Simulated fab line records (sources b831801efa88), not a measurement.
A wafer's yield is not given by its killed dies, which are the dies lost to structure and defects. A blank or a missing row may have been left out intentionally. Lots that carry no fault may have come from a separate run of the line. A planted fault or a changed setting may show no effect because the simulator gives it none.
A single fault, viewed from 2 desks | flow sky130 | each desk holds nothing but its own numbers, with what lay behind them at the end

FROM THE METROLOGY DESK
What the gauges read, lot by lot, whatever tool the lot ran on: means of the sampled wafers that have a number. The brackets show how far a lot's mean lies from the usual mean; more than 4 standard deviations puts the lot out of limits, marked OUT.
Columns: A = cdNm at SKY_METAL1_CD_MEAS_15, usual 140.8 nm; B = VIA1_BOW at SKY_VIA1_BOW_MEAS_03, usual 80 um; C = cdNm at SKY_VIA1_CD_MEAS_12, usual 149.7 nm
lot  | first seen here | A     | B  | C
L398 | day 32 16:58    | 139.8 | 80 | 149.2
L399 | day 33 06:22    | 141.4 | 86 | 151.6
L400 | day 33 08:35    | 140.7 | 81 | 149.0
L401 | day 33 20:31    | 140.4 | 76 | 151.5
L402 | day 33 23:13    | 143.3 | 77 | 148.2
L403 | day 35 02:31    | 140.1 | 84 | 149.4
L405 | day 35 06:41    | 138.9 | 75 | 146.6
L413 | day 37 18:26    | 139.2 | 85 | 148.9
L414 | day 37 21:08    | 141.3 | 75 | 150.6
L416 | day 38 14:15    | 140.1 | 74 | 151.4
L417 | day 38 19:20    | 141.3 | 87 | 148.0
L418 | day 39 18:29    | 142.2 | 89 | 152.9
L420 | day 39 21:45    | 143.3 | 77 | 148.8
L419 | day 39 22:06    | 140.5 | 81 | 146.9
Finding of this desk: none of the 14 lots has anything out of limits.

DESK OF THE TOOL OWNER: rieDiel-04
The tool's own readings at SKY_VIA1_ETCH_15 (etches SiO2 in C4F8/O2/Ar, stops on TiN, target depth 351 nm, time 54 s): means of the sampled wafers that have a number, for each lot that ran on this tool. The brackets show how far a lot's mean lies from the usual mean; more than 4 standard deviations puts the lot out of limits, marked OUT.
Columns: A = biasW at SKY_VIA1_ETCH_15, usual 1199 W; B = chamberPressureMTorr at SKY_VIA1_ETCH_15, usual 40.00 mTorr; C = oesProductAu at SKY_VIA1_ETCH_15, usual 0.979 a.u.
lot  | first seen here | A    | B     | C
L402 | day 35 03:41    | 1200 | 40.02 | 0.989
L403 | day 36 05:17    | 1203 | 40.02 | 0.979
L405 | day 36 10:38    | 1202 | 39.95 | 0.979
L418 | day 40 20:31    | 1198 | 40.04 | 0.980
L420 | day 40 23:30    | 1197 | 39.99 | 0.980
Finding of this desk: none of the 5 lots has anything out of limits.

BROUGHT TOGETHER
At the metrology desk, nothing out of limits was observed.
The tool owner's desk saw nothing out of limits.

WHAT WAS PUT IN BY THE SIMULATOR
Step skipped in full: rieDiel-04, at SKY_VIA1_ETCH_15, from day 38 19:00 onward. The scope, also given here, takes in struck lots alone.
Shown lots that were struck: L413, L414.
